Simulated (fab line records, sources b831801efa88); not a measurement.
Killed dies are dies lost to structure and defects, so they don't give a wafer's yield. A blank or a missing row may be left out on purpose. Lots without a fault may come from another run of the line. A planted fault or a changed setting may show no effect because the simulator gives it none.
One fault seen from 2 desks | flow sky130 | each desk has only its own numbers; what lay behind them comes last

THE TOOL OWNER'S DESK: pecvd-04
The tool's own readings at SKY_PASSIVATION_CVD_00 (deposits SiO2, target thk 90 nm): means of the sampled wafers that have a number, for each lot that ran on this tool. A lot is out of limits, marked OUT, if its mean lies more than 4 standard deviations from the usual mean; the brackets give that distance.
Columns: A = heater_power_w at SKY_PASSIVATION_CVD_00, usual 636 W
lot  | first seen here | A
L643 | day 44 10:45    | 697
L649 | day 45 21:46    | 658
L652 | day 46 22:51    | 690
L656 | day 47 14:37    | 616
L657 | day 47 20:11    | 673
This desk's finding: nothing out of limits on any of the 5 lots.

THE METROLOGY DESK
What the gauges read, lot by lot, whatever tool the lot ran on: means of the sampled wafers that have a number. A lot is out of limits, marked OUT, if its mean lies more than 4 standard deviations from the usual mean; the brackets give that distance.
Columns: A = DNWELL_TW at SKY_DNWELL_TW_MEAS_09, usual 1118; B = PASSIVATION_CVD_00_THK at SKY_PASSIVATION_THK_MEAS_01, usual 89.6 nm
lot  | first seen here | A    | B
L643 | day 3 12:27     | 1124 | 88.4
L645 | day 4 00:22     | 1104 | 89.0
L649 | day 4 18:31     | 1113 | 88.6
L652 | day 5 13:00     | 1131 | 86.3
L653 | day 5 19:18     | 1118 | 90.5
L656 | day 6 07:52     | 1105 | 85.8
L657 | day 6 12:48     | 1121 | 84.9
L661 | day 7 11:05     | 1113 | 90.7
L662 | day 7 18:27     | 1110 | 90.2
L663 | day 7 23:13     | 1116 | 90.7
L664 | day 8 04:12     | 1124 | 88.7
This desk's finding: nothing out of limits on any of the 11 lots.

PUT TOGETHER
The tool owner's desk saw nothing out of limits.
The metrology desk saw nothing out of limits.

WHAT THE SIMULATOR HAD PUT IN
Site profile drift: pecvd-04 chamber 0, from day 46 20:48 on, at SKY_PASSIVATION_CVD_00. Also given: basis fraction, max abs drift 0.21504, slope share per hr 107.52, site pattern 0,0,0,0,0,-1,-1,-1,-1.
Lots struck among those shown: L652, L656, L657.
